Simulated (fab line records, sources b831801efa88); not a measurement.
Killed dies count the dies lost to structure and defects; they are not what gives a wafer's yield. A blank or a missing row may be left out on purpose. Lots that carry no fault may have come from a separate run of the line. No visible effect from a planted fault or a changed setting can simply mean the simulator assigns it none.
Tool commonality check    flow gf180mcu    Sample size 12 lots and 36 wafers

## WHAT PROMPTED THE OPENING
2 of 12 lots carry a flag on the reading VT_IMPLANT_03_OVL at GF_VT_IMPLANT_OVL_MEAS_40. Wafers without a fault read -0.1 nm, standard deviation 1.3.
Rule: a lot is flagged when every wafer of it that has a number lies more than 4 standard deviations from that mean, or none has a number. The rest of the lots are taken to be sound.

lot   measured      on          VT_IMPLANT_03_OVL (nm), wafer by wafer  flag
L832  day 7 09:11   overlay-01  -0.6 -1.5 0.3                           
L833  day 7 20:03   overlay-01  1.2 1.9 0.7                             
L834  day 7 22:39   overlay-02  -0.5 -0.3 -1.9                          
L835  day 8 06:15   overlay-01  -1.4 -1.8 -0.2                          
L837  day 8 19:38   overlay-02  -0.2 -0.9 -0.3                          
L840  day 9 15:22   overlay-02  2.1 -0.1 1.1                            
L841  day 9 23:48   overlay-02  1.8 -1.4 1.1                            
L843  day 10 14:55  overlay-02  -0.5 0.3 -0.5                           
L850  day 12 14:15  overlay-02  -193.3 -192.8 -193.0                    FLAGGED
L851  day 12 20:37  overlay-01  -194.2 -194.1 -193.5                    FLAGGED
L852  day 13 04:10  overlay-01  0.5 -1.2 -0.2                           
L855  day 14 02:26  overlay-02  -0.5 0.8 -1.4                           
On average the flagged lots read -193.5 nm, which is -193.4 nm against the usual, or -99 or more standard deviations.

## WHICH TOOL RAN EACH LOT
Before the reading, the record contains 3 process steps out of a 602-step route. Read each cell as the tool, then ch plus the chambers that the sampled wafers visited, then the start.
lot   flag     GF_NWELL_STRIP_10                   GF_VT_IMPLANT_STRIP_09               GF_VT_IMPLANT_EXPOSE_37
L832           plasmaAsher-04 ch 0,1, day 3 07:11  plasmaAsher-03 ch 0,1, day 5 12:55   ilineStepper-01 ch 0, day 7 01:44
L833           plasmaAsher-04 ch 0,1, day 3 15:29  plasmaAsher-03 ch 0, day 5 22:38     ilineStepper-01 ch 0, day 7 12:25
L834           plasmaAsher-03 ch 0,1, day 3 17:23  plasmaAsher-03 ch 0,1, day 6 01:11   ilineStepper-01 ch 0, day 7 14:46
L835           plasmaAsher-03 ch 0, day 3 23:40    plasmaAsher-03 ch 0,1, day 6 06:47   ilineStepper-01 ch 0, day 7 22:00
L837           plasmaAsher-04 ch 0,1, day 4 10:25  plasmaAsher-04 ch 0,1, day 6 19:20   ilineStepper-01 ch 0, day 8 11:16
L840           plasmaAsher-03 ch 0,1, day 5 01:41  plasmaAsher-04 ch 0,1, day 7 13:28   ilineStepper-02 ch 0, day 9 06:48
L841           plasmaAsher-02 ch 0,1, day 5 08:26  plasmaAsher-04 ch 0,1, day 7 20:59   ilineStepper-01 ch 0, day 9 15:41
L843           plasmaAsher-03 ch 0,1, day 5 19:22  plasmaAsher-02 ch 0,1, day 8 10:10   ilineStepper-02 ch 0, day 10 06:18
L850  FLAGGED  plasmaAsher-03 ch 0,1, day 7 10:13  plasmaAsher-02 ch 0,1, day 10 07:04  ilineStepper-01 ch 0, day 12 05:23
L851  FLAGGED  plasmaAsher-02 ch 0,1, day 7 14:01  plasmaAsher-02 ch 0,1, day 10 11:29  ilineStepper-01 ch 0, day 12 10:27
L852           plasmaAsher-03 ch 0,1, day 7 21:29  plasmaAsher-02 ch 0,1, day 10 19:31  ilineStepper-02 ch 0, day 12 19:32
L855           plasmaAsher-04 ch 1, day 8 17:47    plasmaAsher-04 ch 0,1, day 11 18:20  ilineStepper-02 ch 0, day 13 17:06
What these steps do:
- GF_NWELL_STRIP_10: strips in O2/N2.
- GF_VT_IMPLANT_STRIP_09: strips in O2/N2.
- GF_VT_IMPLANT_EXPOSE_37: exposes mask Nwell HV AREA, target cd 860 nm.
- GF_VT_IMPLANT_OVL_MEAS_40

## FLAGGED OVER TOTAL, TOOL BY TOOL (the gauges that took the reading come last)
step                       tool             lots run  flagged  share of the flagged lots  sound lots run after its first flagged lot
GF_NWELL_STRIP_10          plasmaAsher-02   2         1        some                       0
GF_NWELL_STRIP_10          plasmaAsher-03   6         1        some                       1 (L852)
GF_NWELL_STRIP_10          plasmaAsher-04   4         0        none                       -
GF_VT_IMPLANT_STRIP_09     plasmaAsher-02   4         2        all                        1 (L852)
GF_VT_IMPLANT_STRIP_09     plasmaAsher-03   4         0        none                       -
GF_VT_IMPLANT_STRIP_09     plasmaAsher-04   4         0        none                       -
GF_VT_IMPLANT_EXPOSE_37    ilineStepper-01  8         2        all                        0
GF_VT_IMPLANT_EXPOSE_37    ilineStepper-02  4         0        none                       -
GF_VT_IMPLANT_OVL_MEAS_40  overlay-01       5         1        some                       1 (L852)
GF_VT_IMPLANT_OVL_MEAS_40  overlay-02       7         1        some                       1 (L855)

## WHAT THE TABLE ALLOWS
In 2 table rows, all flagged lots were run: plasmaAsher-02 (GF_VT_IMPLANT_STRIP_09), ilineStepper-01 (GF_VT_IMPLANT_EXPOSE_37).
- plasmaAsher-02 at GF_VT_IMPLANT_STRIP_09: 2 of its 4 lots flagged. Lots that were sound ran on it after the first flagged one (L852); a persistent fault on the entire tool would not allow that.
- ilineStepper-01 at GF_VT_IMPLANT_EXPOSE_37: 2 of its 8 lots flagged. It ran its last sound lot, L841, at day 9 15:41 and its first flagged lot, L850, at day 12 05:23: a fault with its onset between the two fits.
Just one tool remains: ilineStepper-01 at GF_VT_IMPLANT_EXPOSE_37.

## WHAT HAD BEEN PUT IN BY THE SIMULATOR
Scanner matching overlay: ilineStepper-01, from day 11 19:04 on, at GF_VT_IMPLANT_EXPOSE_37. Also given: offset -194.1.
Struck lots among those shown: L850, L851. Same finding as the rule above.
